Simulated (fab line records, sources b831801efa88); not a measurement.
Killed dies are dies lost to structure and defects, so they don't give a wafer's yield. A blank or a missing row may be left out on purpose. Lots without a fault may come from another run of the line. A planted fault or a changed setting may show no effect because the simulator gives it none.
Which tool did it? | flow gf180mcu | 14 lots, 42 wafers sampled, at 4 steps of a route of 602

WHAT THE GAUGES READ, wafer by wafer
GF_V5_THK_MEAS_25: measures by xrf. Usual: V5_W_THK 338.0 nm, standard deviation 2.9.
lot  | measured     | on            | V5_W_THK (nm)     | flag
L639 | day 27 10:41 | film_metro-02 | 342.5 337.6 339.8 |
L640 | day 27 16:48 | film_metro-03 | 334.5 331.8 336.0 |
L641 | day 28 03:49 | film_metro-04 | 337.5 338.5 340.4 |
L642 | day 28 09:34 | film_metro-02 | 342.7 339.9 338.6 |
L644 | day 29 02:16 | film_metro-02 | 343.3 339.5 343.5 |
L645 | day 29 08:48 | film_metro-02 | 337.7 343.1 345.3 |
L646 | day 29 20:51 | film_metro-02 | 339.2 338.5 334.3 |
L648 | day 30 11:12 | film_metro-02 | 337.3 336.1 344.1 |
L652 | day 31 10:55 | film_metro-03 | 340.5 341.2 340.0 |
L653 | day 31 14:50 | film_metro-02 | 338.5 342.1 337.0 |
L655 | day 32 07:45 | film_metro-03 | 340.4 339.6 343.2 |
L658 | day 33 00:03 | film_metro-03 | 336.5 333.3 332.1 |
L661 | day 33 15:43 | film_metro-03 | 338.1 339.8 338.1 |
L662 | day 33 21:32 | film_metro-04 | 340.5 337.8 332.8 |

WHICH TOOL RAN EACH LOT (tool, then ch and the chambers of the sampled wafers, then the start)
lot  | GF_V5_SPUTTER_21             | GF_V5_SPUTTER_22             | GF_V5_CVD_23
L639 | pvd_sputter-02, day 27 10:20 | pvd_sputter-02, day 27 10:23 | cvd_w-01 ch 0,1, day 27 10:28
L640 | pvd_sputter-04, day 27 16:28 | pvd_sputter-04, day 27 16:32 | cvd_w-02 ch 0,1, day 27 16:34
L641 | pvd_sputter-04, day 28 03:28 | pvd_sputter-04, day 28 03:32 | cvd_w-02 ch 0,1, day 28 03:34
L642 | pvd_sputter-01, day 28 09:14 | pvd_sputter-01, day 28 09:18 | cvd_w-01 ch 0,1, day 28 09:20
L644 | pvd_sputter-04, day 29 01:56 | pvd_sputter-04, day 29 02:00 | cvd_w-02 ch 0,1, day 29 02:02
L645 | pvd_sputter-01, day 29 08:28 | pvd_sputter-01, day 29 08:32 | cvd_w-02 ch 0, day 29 08:34
L646 | pvd_sputter-04, day 29 20:31 | pvd_sputter-04, day 29 20:35 | cvd_w-02 ch 0,1, day 29 20:37
L648 | pvd_sputter-02, day 30 10:52 | pvd_sputter-02, day 30 10:56 | cvd_w-02 ch 0, day 30 10:58
L652 | pvd_sputter-02, day 31 10:34 | pvd_sputter-02, day 31 10:38 | cvd_w-01 ch 0,1, day 31 10:42
L653 | pvd_sputter-02, day 31 14:29 | pvd_sputter-02, day 31 14:32 | cvd_w-01 ch 0,1, day 31 14:37
L655 | pvd_sputter-02, day 32 07:25 | pvd_sputter-02, day 32 07:29 | cvd_w-02 ch 0,1, day 32 07:31
L658 | pvd_sputter-04, day 32 23:43 | pvd_sputter-04, day 32 23:47 | cvd_w-01 ch 0,1, day 32 23:49
L661 | pvd_sputter-01, day 33 15:22 | pvd_sputter-01, day 33 15:26 | cvd_w-01 ch 0,1, day 33 15:31
L662 | pvd_sputter-04, day 33 21:11 | pvd_sputter-04, day 33 21:16 | cvd_w-02 ch 0,1, day 33 21:17
- GF_V5_SPUTTER_21: material Ti, target thk 15 nm, time 80.02 s.
- GF_V5_SPUTTER_22: material TiN, target thk 10 nm, time 40 s.
- GF_V5_CVD_23: deposits W, target thk 350 nm, time 104.9 s.

WHAT THE TOOLS THEMSELVES READ (means of the sampled wafers that have a number; where no wafer has one, the mark that the record gives instead)
GF_V5_SPUTTER_21. Usual: throttle_valve_pct 30.3 %, standard deviation 1.3.
lot  | tool           | throttle_valve_pct (%) | flag
L639 | pvd_sputter-02 | 29.3                   |
L640 | pvd_sputter-04 | 30.6                   |
L641 | pvd_sputter-04 | 30.9                   |
L642 | pvd_sputter-01 | 31.0                   |
L644 | pvd_sputter-04 | 29.8                   |
L645 | pvd_sputter-01 | 31.0                   |
L646 | pvd_sputter-04 | 30.0                   |
L648 | pvd_sputter-02 | 29.1                   |
L652 | pvd_sputter-02 | 30.9                   |
L653 | pvd_sputter-02 | 30.6                   |
L655 | pvd_sputter-02 | 29.5                   |
L658 | pvd_sputter-04 | 30.5                   |
L661 | pvd_sputter-01 | 31.3                   |
L662 | pvd_sputter-04 | 30.6                   |

GF_V5_SPUTTER_22. Usual: throttle_valve_pct 30.3 %, standard deviation 1.3.
lot  | tool           | throttle_valve_pct (%) | flag
L639 | pvd_sputter-02 | 29.5                   |
L640 | pvd_sputter-04 | 30.4                   |
L641 | pvd_sputter-04 | 30.9                   |
L642 | pvd_sputter-01 | 31.1                   |
L644 | pvd_sputter-04 | 29.7                   |
L645 | pvd_sputter-01 | 31.1                   |
L646 | pvd_sputter-04 | 29.9                   |
L648 | pvd_sputter-02 | 29.1                   |
L652 | pvd_sputter-02 | 31.0                   |
L653 | pvd_sputter-02 | 30.7                   |
L655 | pvd_sputter-02 | 29.7                   |
L658 | pvd_sputter-04 | 30.2                   |
L661 | pvd_sputter-01 | 31.3                   |
L662 | pvd_sputter-04 | 30.6                   |

GF_V5_CVD_23. Usual: heater_power_w 801 W, standard deviation 75.
lot  | tool     | heater_power_w (W) | flag
L639 | cvd_w-01 | 785                |
L640 | cvd_w-02 | 824                |
L641 | cvd_w-02 | 814                |
L642 | cvd_w-01 | 784                |
L644 | cvd_w-02 | 804                |
L645 | cvd_w-02 | 913                |
L646 | cvd_w-02 | 813                |
L648 | cvd_w-02 | 927                |
L652 | cvd_w-01 | 788                |
L653 | cvd_w-01 | 792                |
L655 | cvd_w-02 | 822                |
L658 | cvd_w-01 | 793                |
L661 | cvd_w-01 | 784                |
L662 | cvd_w-02 | 881                |

THE ANSWER, worked out from the rows above alone
Rule: a lot is off if the mean of its wafers that have a number lies more than 3 standard deviations from the usual mean. A lot without any number at a reading at which 4 lots or more have one is off too. The other lots that the step has rows for count as sound. The gauges are gone through in route order, then the tools' own readings, and for those a lot's mean is taken as printed above. The first step at which some lot is off is used, and at that step the reading that is off furthest; a lot without a number counts as furthest.
No lot is off at any reading shown: from this, nothing can be told.

WHAT THE SIMULATOR HAD PUT IN
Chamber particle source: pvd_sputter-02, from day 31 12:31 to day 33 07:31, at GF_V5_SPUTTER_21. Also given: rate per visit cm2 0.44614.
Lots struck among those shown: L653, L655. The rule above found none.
